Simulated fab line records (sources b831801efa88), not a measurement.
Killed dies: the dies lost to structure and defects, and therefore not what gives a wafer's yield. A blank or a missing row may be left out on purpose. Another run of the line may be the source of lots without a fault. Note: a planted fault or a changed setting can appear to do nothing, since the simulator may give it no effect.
A lot that was struck, set against a sound lot    flow sky130    43 out of 708 route steps
Sound: the wafers L828.2, L828.4, L828.6. Wafers struck: L839.2, L839.4, L839.6. At the end, the cause is stated.
Order at every step that has rows: each side's tool, ch and its chambers, its first start. Under that, the readings that differ: sound wafers    struck wafers    difference of the means    sigmas: that difference in standard deviations of wafers without a fault.
alike: words and numbers the same on both sides, and readings whose means are apart by under 2 such deviations; not compared: readings that were withheld, readings missing a value for some wafer, numbers with overlapping values and no deviation given by the record, and bounds like >300 which may hide the same value.
A row with sigmas, a row that says differs or no value, or rows on one side alone: a step with any of these is where the two part. Numbers that have no deviation but don't overlap get no sigmas and don't part them. Lack of a reading on every wafer of one side parts them only where that side has two or more wafers.

SKY_LDD_HVP_TW_MEAS_10:
  sound on filmMetro-03 at day 21 16:09; struck on filmMetro-03 at day 25 17:20
  alike: LDD_HVP_TW
then, 7 steps without rows for these wafers: SKY_LDD_LDN_DEHYDRATE_00 (time 60 s); SKY_LDD_LDN_HMDS_01 (prime time 60 s); SKY_LDD_LDN_COAT_02 (resist thk 1140 nm); SKY_LDD_LDN_SOFTBAKE_03 (time 60 s); SKY_LDD_LDN_EXPOSE_04 (exposes mask LDNTM, target cd 700 nm); SKY_LDD_LDN_PEB_05; SKY_LDD_LDN_DEVELOP_06 (develop time 60 s).
SKY_LDD_LDN_OVL_MEAS_07:
  sound on overlay-01 at day 22 22:30; struck on overlay-01 at day 26 22:35
  alike: LDD_LDN_OVL
then, 3 steps without rows for these wafers: SKY_LDD_LDN_IMPLANT_08; SKY_LDD_LDN_IMPLANT_09; SKY_LDD_LDN_IMPLANT_10.
SKY_LDD_LDN_IMPLANT_11:
  sound on implanter-03 ch 0, day 22 23:00; struck on implanter-02 ch 0, day 26 23:05
  alike: faradayCurrentUA
SKY_LDD_LDN_STRIP_12: strips in O2/N2.
  sound on plasmaAsher-02 ch 0,1, day 22 23:08; struck on plasmaAsher-04 ch 0,1, day 26 23:13
  alike: drypumpMotorCurrentA, o2FlowSccm, oesProductAu, stripTimeToEndpointS
  not compared: rfHoursCounterH
SKY_LDD_LDN_TW_MEAS_13:
  sound on filmMetro-01 at day 22 23:14; struck on filmMetro-01 at day 26 23:19
  alike: LDD_LDN_TW
then, 2 steps without rows for these wafers: SKY_LDD_LDN_CLEAN_14 (cleans in SC1/SC2, time 150 s); SKY_SPACER_CVD_00 (deposits Si3N4 from DCS/NH3, target thk 43.1 nm, time 740 s).
SKY_SPACER_THK_MEAS_01:
  sound on filmMetro-03 at day 23 01:10; struck on filmMetro-03 at day 27 02:52
  alike: SPACER_CVD_00_THK
SKY_SPACER_ETCHBACK_02: etches Si3N4 in CH3F/O2, stops on SiO2, time 46.7 s, target depth 45 nm.
  sound on rieDiel-02 ch 0,2, day 23 01:13; struck on rieDiel-03 ch 1,2,3, day 27 02:55
  alike: drypumpMotorCurrentA, oesProductAu, throttleValvePct
  not compared: rfHoursCounterH
then, 8 steps without rows for these wafers: SKY_POLY_CUT_DEHYDRATE_00 (time 60 s); SKY_POLY_CUT_HMDS_01 (prime time 60 s); SKY_POLY_CUT_COAT_02 (resist thk 60 nm); SKY_POLY_CUT_COAT_03 (resist thk 450 nm); SKY_POLY_CUT_SOFTBAKE_04 (time 90 s); SKY_POLY_CUT_EXPOSE_05 (exposes mask NPCM, target cd 270 nm); SKY_POLY_CUT_PEB_06; SKY_POLY_CUT_DEVELOP_07 (develop time 60 s).
SKY_POLY_CUT_CD_MEAS_08: target cd 270 nm.
  sound on cdSem-01 at day 24 07:30; struck on cdSem-01 at day 28 07:37
  alike: cdNm
SKY_POLY_CUT_OVL_MEAS_09:
  sound on overlay-02 at day 24 07:36; struck on overlay-02 at day 28 07:43
  alike: POLY_CUT_OVL
SKY_POLY_CUT_ETCH_10: etches BARC in N2/H2, stops on SiO2, time 45.9 s, target depth 60 nm.
  sound on rieDiel-03 ch 0,2, day 24 07:38; struck on rieDiel-01 ch 2,3, day 28 07:44
  alike: drypumpMotorCurrentA, oesProductAu, throttleValvePct
  not compared: rfHoursCounterH
SKY_POLY_CUT_ETCH_11: etches Si3N4 in CF4/CH2F2/Ar, stops on poly-Si, time 42.5 s, target depth 60 nm.
  sound on rieDiel-03 ch 0,2, day 24 07:41; struck on rieDiel-01 ch 2,3, day 28 07:47
  alike: drypumpMotorCurrentA, oesProductAu, throttleValvePct
  not compared: rfHoursCounterH
SKY_POLY_CUT_STRIP_12: strips in O2/N2.
  sound on plasmaAsher-03 ch 0,1, day 24 07:43; struck on plasmaAsher-01 ch 0, day 28 07:50
  alike: drypumpMotorCurrentA, o2FlowSccm, oesProductAu, stripTimeToEndpointS
  not compared: rfHoursCounterH
then, 7 steps without rows for these wafers: SKY_SD_P_DEHYDRATE_00 (time 60 s); SKY_SD_P_HMDS_01 (prime time 60 s); SKY_SD_P_COAT_02 (resist thk 1140 nm); SKY_SD_P_SOFTBAKE_03 (time 60 s); SKY_SD_P_EXPOSE_04 (exposes mask PSDM, target cd 380 nm); SKY_SD_P_PEB_05; SKY_SD_P_DEVELOP_06 (develop time 60 s).
SKY_SD_P_CD_MEAS_07: target cd 380 nm.
  sound on cdSem-02 at day 25 13:31; struck on cdSem-01 at day 29 12:13
  alike: cdNm
SKY_SD_P_OVL_MEAS_08:
  sound on overlay-02 at day 25 13:37; struck on overlay-02 at day 29 12:19
  alike: SD_P_OVL
then, 1 step without rows for these wafers: SKY_SD_P_IMPLANT_09.
-- a jump in the record: the struck wafers' starts before and after are 19 days apart (it breaks off in module SD_P and resumes in module PAD_OPEN, where the first step shown is number 708 of the route) --
SKY_PAD_OPEN_PROBE_99:
  sound on prober-02 at day 45 22:34; struck on prober-01 at day 48 15:26
reading                            sound            struck             difference  sigmas
killedAtFrontEnd                   12 23 24         8 8 14             -10         -2
model.etest.tipSonos.rsOhmSqRange  30.07 50.2 33.7  72.74 93.65 65.51  +39.31      
  alike: killed_at_M0_to_M3, killed_at_M4_up, killedAtContacts, killedAtOther, killedDies, killedOpen, killedShort

## WHERE THEY PART
Only at SKY_PAD_OPEN_PROBE_99, as far as this record shows.

WHY: the cause the simulator had injected
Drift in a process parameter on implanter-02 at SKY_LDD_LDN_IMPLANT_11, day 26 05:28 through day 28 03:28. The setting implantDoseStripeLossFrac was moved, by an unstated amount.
